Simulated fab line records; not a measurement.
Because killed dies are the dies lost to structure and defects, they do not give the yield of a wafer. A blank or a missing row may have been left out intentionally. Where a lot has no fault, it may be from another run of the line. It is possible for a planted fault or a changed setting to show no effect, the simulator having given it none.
Struck lot and sound lot, side by side -- flow gf180mcu -- 20 steps out of a route of 602
Sound: wafers L750.1, L750.3, L750.4. Wafers L766.3, L766.4, L766.6 were the ones struck. At the end, the cause is stated.
Per side, at each step with rows, come the tool, then ch with its chambers, and then its first start. Under that, the readings that differ: sound wafers -- struck wafers -- difference of the means -- sigmas: that difference in standard deviations of wafers without a fault.
alike: same words and numbers on both sides, and readings whose means sit less than 2 such deviations apart. not compared: any withheld reading, any reading some wafer has no value for, any bound like >300 that may hide the same value, and any number with overlapping values for which the record gives no deviation.
A row with sigmas, a row that says differs or no value, or rows on one side alone: a step with any of these is where the two part. Numbers that don't overlap but have no deviation are shown without sigmas and don't part them. Lack of a reading on every wafer of one side parts them only where that side has two or more wafers.

first, 1 step without rows for these wafers: GF_V2_CVD_00 (deposits SiO2, target thk 600 nm, time 100 s).
GF_V2_THK_MEAS_01:
  sound: filmMetro-03 at day 19 10:56; struck: filmMetro-01 at day 25 00:51
  alike: V2_CVD_00_THK
GF_V2_CVD_02: deposits SiO2 from TEOS, target thk 850 nm, time 94.851 s.
  sound on pecvd-01 ch 0,1,2, day 19 10:59; struck on pecvd-02 ch 0,2, day 25 00:53
  alike: heaterPowerW
GF_V2_THK_MEAS_03:
  sound: filmMetro-01 at day 19 11:04; struck: filmMetro-03 at day 25 00:59
  alike: V2_CVD_02_THK
GF_V2_CMP_04: polishes SiO2.
  sound on cmp-01 ch 1,2,3, day 19 11:07; struck on cmp-02 ch 0,1,2, day 25 01:13
  alike: headPressurePsi, motorCurrentA, timeToEndpointS
GF_V2_BOW_MEAS_05:
  sound: filmMetro-01 at day 19 11:25; struck: filmMetro-03 at day 25 01:30
  alike: V2_BOW
then, 6 steps without rows for these wafers: GF_V2_DEHYDRATE_06 (time 60 s); GF_V2_HMDS_07 (prime time 60 s); GF_V2_COAT_08; GF_V2_COAT_09 (resist thk 1000 nm); GF_V2_SOFTBAKE_10 (time 60 s); GF_V2_EXPOSE_11 (exposes mask Via2, target cd 260 nm).
GF_V2_PEB_12: peb time 90 s.
  sound on lithoTrack-01 ch 0, day 20 11:20; struck on lithoTrack-02 ch 0, day 25 22:37
reading,sound,struck,difference,sigmas
heaterPowerTotalW (W),85.70 85.68 85.75,86.78 86.79 86.72,+1.05,+12
plateTempC (C),135.09 134.94 135.01,136.72 136.59 136.91,+1.73,+11
  alike: resistLineTempC
then, 1 step without rows for these wafers: GF_V2_DEVELOP_13 (develop time 60 s).
GF_V2_CD_MEAS_14: target cd 260 nm.
  sound: cdSem-01 at day 20 11:41; struck: cdSem-01 at day 25 22:56
reading,sound,struck,difference,sigmas
cdNm (nm),261.4 262.8 261.1,264.4 265.0 266.2,+3.4,+3
GF_V2_OVL_MEAS_15:
  sound: overlay-02 at day 20 11:49; struck: overlay-02 at day 25 23:02
  alike: V2_OVL
GF_V2_ETCH_16: etches BARC in N2/H2.
  sound on rieDiel-04 ch 0,1,3, day 20 11:51; struck on rieDiel-02 ch 1,2, day 25 23:03
reading,sound,struck,difference,sigmas
model.V2.cdNm (nm),262.3 262.6 261.9,264.8 265.5 266.3,+3.3,
  alike: drypumpMotorCurrentA, h2FlowSccm, oesProductAu, throttleValvePct
GF_V2_ETCH_17: etches SiO2 in C4F8/O2/Ar, stops on TiN, target depth 630 nm.
  sound on rieDiel-04 ch 0,1,3; struck on rieDiel-02 ch 1,2
reading,sound,struck,difference,sigmas
model.V2.cdNm (nm),262.6 262.7 261.9,264.6 265.3 266.2,+3.0,
  alike: oesProductAu
GF_V2_STRIP_18: strips in O2/N2.
  sound on plasmaAsher-04 ch 0,1, day 20 11:58; struck on plasmaAsher-01 ch 0,1, day 25 23:13
  alike: drypumpMotorCurrentA, heaterPowerW, oesProductAu
  not compared: rfHoursCounterH
-- the record jumps here: 8 days lie between the struck wafers' starts before and after (it left off in module V2 and takes up again in module PASSIVATION, whose first step shown is number 602 of the route) --
GF_PASSIVATION_PROBE_99:
  the record has rows for the struck wafers here (prober-02, day 33 12:29) and none for the sound ones

## WHERE THEY PART
Last at GF_PASSIVATION_PROBE_99 as far as this record goes, first at GF_V2_PEB_12.

WHY: whatever the simulator had introduced
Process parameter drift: lithoTrack-02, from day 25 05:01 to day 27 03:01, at GF_V2_PEB_12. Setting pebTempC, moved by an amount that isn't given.
